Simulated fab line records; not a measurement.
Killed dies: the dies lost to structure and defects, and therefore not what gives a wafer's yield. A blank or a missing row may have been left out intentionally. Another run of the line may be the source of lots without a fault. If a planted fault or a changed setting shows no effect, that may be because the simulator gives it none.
A single fault, viewed from 2 desks    flow sky130    numbers are kept per desk, each desk with only its own; the story behind them comes last

## THE TOOL OWNER'S DESK: pvdSputter-02
The tool's own readings at SKY_LOCAL_INTERCONNECT_SPUTTER_00 (material TiN, target thk 100 nm, time 83.3 s): means of the sampled wafers that have a number, for each lot that ran on this tool. The brackets show how far a lot's mean lies from the usual mean; more than 4 standard deviations puts the lot out of limits, marked OUT.
Columns: A = cathodeDcPowerW at SKY_LOCAL_INTERCONNECT_SPUTTER_00, usual 6500.0 W; B = throttleValvePct at SKY_LOCAL_INTERCONNECT_SPUTTER_00, usual 29.5 %
lot   first seen here  A       B
L164  day 29 08:29     6500.2  30.1
L178  day 34 05:11     6499.1  29.0
L180  day 34 19:14     6500.1  29.1
Result from this desk: across the 3 lots, nothing is out of limits.

## AT THE METROLOGY DESK
What the gauges read for every lot (on any tool): the sampled wafers with a number, averaged. The brackets show how far a lot's mean lies from the usual mean; more than 4 standard deviations puts the lot out of limits, marked OUT. Of its 10 readings 7 are shown: those that lie furthest out on some lot.
Columns: A = LI_CONTACT_OVL at SKY_LI_CONTACT_OVL_MEAS_13, usual 1 nm; B = LI_CONTACT_W_THK at SKY_LI_CONTACT_THK_MEAS_23, usual 407 nm; C = LOCAL_INTERCONNECT_TIN_RS at SKY_LOCAL_INTERCONNECT_RS_MEAS_01, usual 14.19 ohm/sq; D = LOCAL_INTERCONNECT_TIN_THK at SKY_LOCAL_INTERCONNECT_THK_MEAS_02, usual 99.9 nm; E = cdNm at SKY_LOCAL_INTERCONNECT_CD_MEAS_11, usual 169.9 nm; F = CONTACT_CVD_00_THK at SKY_CONTACT_THK_MEAS_01, usual 75.4 nm; G = CONTACT_HDPCVD_THK at SKY_CONTACT_THK_MEAS_03, usual 566 nm
lot   first seen here  A  B    C      D      E      F     G
L164  day 29 07:17     8  404  14.23  99.1   168.9  74.9  573
L177  day 33 17:54     0  400  14.08  100.9  171.4  75.7  569
L178  day 34 03:59     1  401  14.24  99.8   168.6  76.0  570
L179  day 34 16:41     5  410  14.12  99.4   170.7  75.0  566
L180  day 34 18:03     5  405  14.11  100.3  171.0  74.1  574
L182  day 35 05:44     0  417  13.92  101.8  169.3  74.2  565
Result from this desk: across the 6 lots, nothing is out of limits.

## PUT TOGETHER
The desk of the tool owner found nothing out of limits.
At the metrology desk, nothing out of limits was observed.

## WHAT WAS PUT IN BY THE SIMULATOR
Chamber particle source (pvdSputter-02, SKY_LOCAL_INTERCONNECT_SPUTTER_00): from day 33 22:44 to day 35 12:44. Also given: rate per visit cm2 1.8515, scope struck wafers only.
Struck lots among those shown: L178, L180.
